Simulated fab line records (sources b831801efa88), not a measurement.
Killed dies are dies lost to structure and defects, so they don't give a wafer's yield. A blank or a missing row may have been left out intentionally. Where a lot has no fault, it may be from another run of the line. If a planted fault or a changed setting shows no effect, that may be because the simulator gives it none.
Problem report, 8D (eight disciplines) form, completed by code :: flow gf180mcu :: the parts of the form that need people (team, actions taken, sign-off) are left out

## 1. THE PROBLEM
Wafers free of any fault read 1434 (standard deviation 8.8) for HV_LDD_3_TW at GF_HV_LDD_TW_MEAS_38, against a mean of 1370 on 6 wafers of 2 lots. Relative to the usual mean, that is a shift of -7.3 standard deviations.
Earliest sighting: wafer L519.2 on film_metro-03 at day 17 16:34. Wafers with a number at this step in the record: 36, from 12 lots. By rule, "out" or "out of limits" means more than 4 standard deviations away from the usual mean. All remaining wafers that have a number are taken as sound.

## 2. WHAT IT IS, AND WHAT IT ISN'T
question: which readings at this step
is: HV_LDD_3_TW
is not: -

question: which lots
is: L519, L520
is not: L501, L502, L503, L505, L506, L508, L510, L516, L518, L522

question: which wafers of those lots
is: all that have a number
is not: -

question: read on which gauges
is: film_metro-03
is not: film_metro-01, film_metro-02

question: when
is: from day 17 16:34
is not: up to then (27 sound wafers); but 3 sound wafers of L522 came after

## 3. SUSPECTS, AND WHAT RULES EACH OUT
Counting: a tool at any process step up to the reading remains a suspect when it ran all the lots that are out and ran no sound lot after the first of those.
- the gauge at GF_HV_LDD_TW_MEAS_38: ruled out. All the wafers that are out were read on film_metro-03, but those of them that GF_HV_LDD_IMPLANT_36 has rows for are out there too, on other tools.
- implanter-04 at GF_HV_LDD_IMPLANT_36: kept. It ran every lot that is out, first L519 (day 17 16:20), and no sound lot after that; its last sound lot up to then is L508 (day 14 04:02). Its own dose_ions_cm2, faraday_current_uA readings are out on those wafers.
Left after counting: implanter-04 at GF_HV_LDD_IMPLANT_36.

## 4. THE CAUSE (what the simulator had put in)
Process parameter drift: implanter-04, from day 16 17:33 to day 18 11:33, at GF_HV_LDD_IMPLANT_36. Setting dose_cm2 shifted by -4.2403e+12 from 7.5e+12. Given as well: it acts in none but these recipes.
Counting left only this tool.

## 5. SEQUENCE OF EFFECTS, ordered by route
Each row: a reading where the mean over the struck wafers with a number is more than 3 standard deviations away from the usual. Only readings whose record carries a usual standard deviation are examined. hours: median over the lots of the time between each lot's start at the first step of this table that gives one and its start at this step. sigmas: the change, counted in usual standard deviations.
hours: 0
step: GF_HV_LDD_IMPLANT_36
reading: dose_ions_cm2
usual: 7.499e+12
on struck wafers: 3.259e+12
change: -4.240e+12
sigmas: -99 or more

hours: 0
step: GF_HV_LDD_IMPLANT_36
reading: faraday_current_uA
usual: 42.2
on struck wafers: 18.4
change: -23.8
sigmas: -33

hours: 0
step: GF_HV_LDD_TW_MEAS_38
reading: HV_LDD_3_TW
usual: 1434
on struck wafers: 1370
change: -64
sigmas: -7.3

hours: 24
step: GF_HV_LDD_RS_MEAS_53
reading: HV_LDD_RS
usual: 418.1 ohm/sq
on struck wafers: 430.3
change: +12.2
sigmas: +16
It contains these process steps:
- GF_HV_LDD_IMPLANT_36

## 6. WHAT WOULD HAVE CAUGHT IT SOONER
The first out-of-limits reading at a measuring or inspecting step in this record came at day 17 16:34, 23 hours after the fault's start at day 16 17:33.
The tool's own readings at GF_HV_LDD_IMPLANT_36 were out on every struck wafer that the step has a row for (dose_ions_cm2, faraday_current_uA): an alarm limit on them would have fired on the first of those.
Lots out: 2; of these, L520 started GF_HV_LDD_IMPLANT_36 on implanter-04 after day 17 16:34. Putting the tool on hold at that point would have spared it.
